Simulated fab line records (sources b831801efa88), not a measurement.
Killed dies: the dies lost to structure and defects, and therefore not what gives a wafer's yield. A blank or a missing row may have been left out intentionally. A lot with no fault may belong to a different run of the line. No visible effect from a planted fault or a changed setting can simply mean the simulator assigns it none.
Split-lot study    flow gf180mcu    on a route of 602 steps: 5 lots, 23 wafers read

THE SPLIT ITSELF
At GF_CONTACT_CVD_00 (deposits SiO2, target thk 300 nm, time 50 s), the setting sih4FlowSccm was moved away from the recipe's 60 sccm on 6 of the 23 wafers read, by -14.6% to -14.4%. For the rest of the wafers, this setting stayed at what the recipe calls for.

FROM THE SPLIT TO THE READING: what the file shows between them, 4 steps
- GF_CONTACT_THK_MEAS_01
- GF_CONTACT_PEB_12: peb time 90 s (also split here: pebTimeS)
- GF_CONTACT_DEVELOP_13: develop time 60 s
- GF_CONTACT_ETCH_16: etches BARC in N2/H2

THE READING
oesProductAu, in a.u., at GF_CONTACT_ETCH_17 (etches SiO2 in C4F8/O2/Ar, stops on CoSi2, target depth 860 nm). Fault-free wafers of this fab line usually give 0.813 a.u., standard deviation 0.0044 a.u.

wafer   tool, chamber at the split  sih4FlowSccm as run, sccm  against the recipe  oesProductAu, a.u.  against lot-mates on the recipe
L079.1  hdpcvd-02, 0                60                         recipe              0.805               -
L079.3  hdpcvd-02, 1                60                         recipe              0.815               -
L079.4  hdpcvd-02, 2                60                         recipe              0.809               -
L079.5  hdpcvd-02, 0                60                         recipe              0.812               -
L079.6  hdpcvd-02, 1                60                         recipe              0.813               -
L081.1  hdpcvd-01, 2                60                         recipe              0.811               -
L081.2  hdpcvd-01, 0                60                         recipe              0.819               -
L081.3  hdpcvd-01, 1,0              60                         recipe              0.813               -
L081.5  hdpcvd-01, 1,0              60                         recipe              0.817               -
L081.6  hdpcvd-01, 1                60                         recipe              0.816               -
L080.1  hdpcvd-02, 0                60                         recipe              0.812               -
L080.2  hdpcvd-02, 1                51.22                      -14.6%              0.795               -0.016
L080.3  hdpcvd-02, 2                51.22                      -14.6%              0.794               -0.017
L080.4  hdpcvd-02, 1                60                         recipe              0.810               -
L080.5  hdpcvd-02, 0                51.22                      -14.6%              0.795               -0.016
L082.1  hdpcvd-01, 1                60                         recipe              0.819               -
L082.2  hdpcvd-01, 0                51.34                      -14.4%              0.792               -0.023
L082.3  hdpcvd-01, 2                51.34                      -14.4%              0.791               -0.024
L082.4  hdpcvd-01, 0                51.34                      -14.4%              0.793               -0.022
L082.5  hdpcvd-01, 2                60                         recipe              0.811               -
L085.3  hdpcvd-02, 2                60                         recipe              0.815               -
L085.4  hdpcvd-02, 2                60                         recipe              0.816               -
L085.6  hdpcvd-02, 0                60                         recipe              0.814               -
Rows listing several chambers each stand for several wafers; the file does not say which wafer went through which chamber.

FIT RESULTS
A straight line over all 23 wafers: oesProductAu changes by +0.00138 a.u. for each +1% of sih4FlowSccm; r = +0.94; the points scatter about the line by 0.0033 a.u.
The same after taking each lot's own level away (the mean of its wafers on the recipe; 23 wafers): +0.00135 a.u. for each +1%; r = +0.94; scatter 0.0032 a.u.
On that fit, the largest move of sih4FlowSccm shifts the reading by 0.02 a.u.
The lots' own levels span 0.8108 to 0.8152 a.u., that is 1.0 times the standard deviation above.
So the lot-to-lot level changes the slope little: the two slopes agree.
Check: for one of the wafers moved furthest among these (-14.6%), held out of the fit, the line's prediction against its lot-mates is -0.0205 a.u. It came out at -0.016 a.u. against them.

THE OTHER SPLITS THESE WAFERS WENT THROUGH
Note: prior to the reading, these wafers also went through further splits. Each is held against what the fit with the lots' levels taken away leaves over:
other split on the same wafers  wafers away from the commonest value  r with oesProductAu (lot level and that fit taken away)
GF_SALICIDE_SPUTTER_02 timeS    7                                     +0.00
GF_CONTACT_PEB_12 pebTimeS      7                                     -0.02

THE WHOLE CHAIN: every reading that the file lists as answering this split, in the file's order
step                    what it does                                                    reading                                                                        change (the file's fit)                    r (the file's)
GF_CONTACT_CVD_00       deposits SiO2, target thk 300 nm, time 50 s                     SiO2_of_CONTACT_CVD_00.thkNm (the simulator's own value, which no gauge read)  +2.88 nm for each +1% of the setting       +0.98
GF_CONTACT_THK_MEAS_01                                                                  CONTACT_CVD_00_THK                                                             +2.88 for each +1% of the setting          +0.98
GF_CONTACT_ETCH_17      etches SiO2 in C4F8/O2/Ar, stops on CoSi2, target depth 860 nm  oesProductAu                                                                   +0.00133 a.u. for each +1% of the setting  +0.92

FILE'S OWN FIT
oesProductAu changes by +0.00133 a.u. for each +1% of sih4FlowSccm, r = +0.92.
